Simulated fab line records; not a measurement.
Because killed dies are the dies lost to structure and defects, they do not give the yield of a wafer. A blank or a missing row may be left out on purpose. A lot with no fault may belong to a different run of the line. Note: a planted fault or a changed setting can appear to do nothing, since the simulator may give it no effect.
Which tool was responsible? ; flow sky130 ; 36 wafers from 12 lots sampled at 4 of the route's 708 steps

WHAT THE GAUGES READ, wafer by wafer
SKY_CAP2M_OVL_MEAS_12. Usual: CAP2M_OVL typically reads -1.4 nm, with standard deviation 1.4.
lot;measured;on;CAP2M_OVL (nm);flag
L818;day 41 17:27;overlay-02;-2.5 0.7 -2.4;
L820;day 41 22:54;overlay-01;0.7 -0.9 -0.4;
L819;day 41 23:24;overlay-02;-1.6 -1.8 0.6;
L821;day 41 23:12;overlay-01;-0.7 -0.7 1.2;
L824;day 42 19:03;overlay-02;-1.3 -1.5 -2.6;
L826;day 43 02:39;overlay-01;-1.9 -1.4 0.1;
L830;day 44 04:33;overlay-02;-0.5 -2.6 -1.4;
L832;day 44 09:09;overlay-02;0.0 -1.8 -2.4;
L834;day 45 06:56;overlay-01;-2.5 -1.4 0.1;
L835;day 45 10:29;overlay-02;-2.6 -3.1 -5.3;
L839;day 46 08:33;overlay-02;-1.0 -2.7 -0.5;
L840;day 46 11:24;overlay-02;-3.1 0.4 -3.3;

SKY_METAL5_RS_MEAS_05: uses a four-point probe to measure. Usual: METAL5_ALCU_RS typically reads 0.02707 ohm/sq, with standard deviation 0.00028.
lot;measured;on;METAL5_ALCU_RS (ohm/sq);flag
L818;day 43 19:07;filmMetro-02;0.02698 0.02741 0.02733;
L820;day 44 00:31;filmMetro-03;0.02712 0.02712 0.02713;
L819;day 44 01:58;filmMetro-04;0.02683 0.02675 0.02706;
L821;day 44 00:51;filmMetro-02;0.0267 0.02689 0.02676;
L824;day 44 19:28;filmMetro-02;0.02637 0.02667 0.02647;
L826;day 45 02:13;filmMetro-03;0.0276 0.02745 0.02754;
L830;day 46 02:22;filmMetro-04;0.02736 0.02737 0.02731;
L832;day 46 08:44;filmMetro-04;0.0269 0.02695 0.0268;
L834;day 47 06:03;filmMetro-03;0.02731 0.0273 0.02748;
L835;day 47 09:01;filmMetro-04;0.02716 0.02715 0.02724;
L839;day 48 04:54;filmMetro-04;0.02702 0.02678 0.02712;
L840;day 48 07:19;filmMetro-02;0.02725 0.02695 0.02707;

WHICH TOOL RAN EACH LOT (tool, then ch and the chambers of the sampled wafers, then the start)
lot;SKY_METAL1_ETCH_18;SKY_METAL5_SPUTTER_02
L818;rieMetal-01 ch 0,1, day 33 23:32;pvdSputter-02, day 43 18:58
L820;rieMetal-01 ch 0,1, day 34 02:26;pvdSputter-01, day 44 00:23
L819;rieMetal-02 ch 0,1, day 34 04:11;pvdSputter-01, day 44 01:49
L821;rieMetal-03 ch 0,1, day 34 04:50;pvdSputter-03, day 44 00:44
L824;rieMetal-01 ch 0,1, day 35 04:05;pvdSputter-01, day 44 19:21
L826;rieMetal-01 ch 0,1, day 35 11:14;pvdSputter-02, day 45 02:05
L830;rieMetal-03 ch 0,1, day 36 15:41;pvdSputter-03, day 46 02:15
L832;rieMetal-02 ch 0,1, day 36 22:44;pvdSputter-02, day 46 08:37
L834;rieMetal-02 ch 0,1, day 37 23:23;pvdSputter-01, day 47 05:56
L835;rieMetal-03 ch 0,1, day 38 04:02;pvdSputter-03, day 47 08:54
L839;rieMetal-03 ch 0,1, day 39 07:08;pvdSputter-02, day 48 04:47
L840;rieMetal-02 ch 0,1, day 39 09:50;pvdSputter-03, day 48 07:11
- SKY_METAL1_ETCH_18: etches BARC in N2/H2, stops on SiO2, time 45.9 s, target depth 60 nm.
- SKY_METAL5_SPUTTER_02: material AlCu, target thk 1150 nm, time 61.2 s.

AS READ BY THE TOOLS THEMSELVES (means over the sampled wafers that have a number; for cases with no such wafer, the mark the record gives instead)
SKY_METAL1_ETCH_18. Usual: biasW 100.02 W, standard deviation 0.29; drypumpMotorCurrentA 5.8 A, standard deviation 0.46; oesProductAu 0.855 a.u., standard deviation 0.0047; throttleValvePct 13.225 %, standard deviation 0.009.
lot;tool;biasW (W);drypumpMotorCurrentA (A);oesProductAu (a.u.);throttleValvePct (%);flag
L818;rieMetal-01;99.87;6.3;0.854;13.223;
L820;rieMetal-01;100.10;6.1;0.858;13.232;
L819;rieMetal-02;99.69;5.3;0.860;13.214;
L821;rieMetal-03;100.24;5.7;0.850;13.229;
L824;rieMetal-01;100.02;6.1;0.859;13.218;
L826;rieMetal-01;100.02;6.3;0.854;13.216;
L830;rieMetal-03;100.39;5.7;0.851;13.224;
L832;rieMetal-02;100.13;5.5;0.856;13.223;
L834;rieMetal-02;99.64;5.2;0.857;13.228;
L835;rieMetal-03;99.95;5.7;0.853;13.227;
L839;rieMetal-03;100.00;5.8;0.857;13.224;
L840;rieMetal-02;100.08;5.2;0.854;13.227;

SKY_METAL5_SPUTTER_02. Usual: throttleValvePct 30.1 %, standard deviation 0.83.
lot;tool;throttleValvePct (%);flag
L818;pvdSputter-02;29.6;
L820;pvdSputter-01;30.5;
L819;pvdSputter-01;30.4;
L821;pvdSputter-03;29.9;
L824;pvdSputter-01;30.4;
L826;pvdSputter-02;29.9;
L830;pvdSputter-03;29.9;
L832;pvdSputter-02;29.9;
L834;pvdSputter-01;30.5;
L835;pvdSputter-03;29.9;
L839;pvdSputter-02;29.6;
L840;pvdSputter-03;29.5;

THE ANSWER, worked out from the rows above alone
Rule: a lot counts as off when the mean over its wafers that have a number is more than 3 standard deviations away from the usual mean. Also off: a lot with no number at a reading for which 4 or more lots have one. All remaining lots with rows at the step are treated as sound. Order of review: gauges by route order, followed by the tools' own readings, for which a lot's mean as printed above is used. At the first step where some lot is off, the reading lying furthest off is the one used; lots without a number count as furthest.
No lot is off at any reading shown: from this, nothing can be told.

WHAT WAS PUT IN BY THE SIMULATOR
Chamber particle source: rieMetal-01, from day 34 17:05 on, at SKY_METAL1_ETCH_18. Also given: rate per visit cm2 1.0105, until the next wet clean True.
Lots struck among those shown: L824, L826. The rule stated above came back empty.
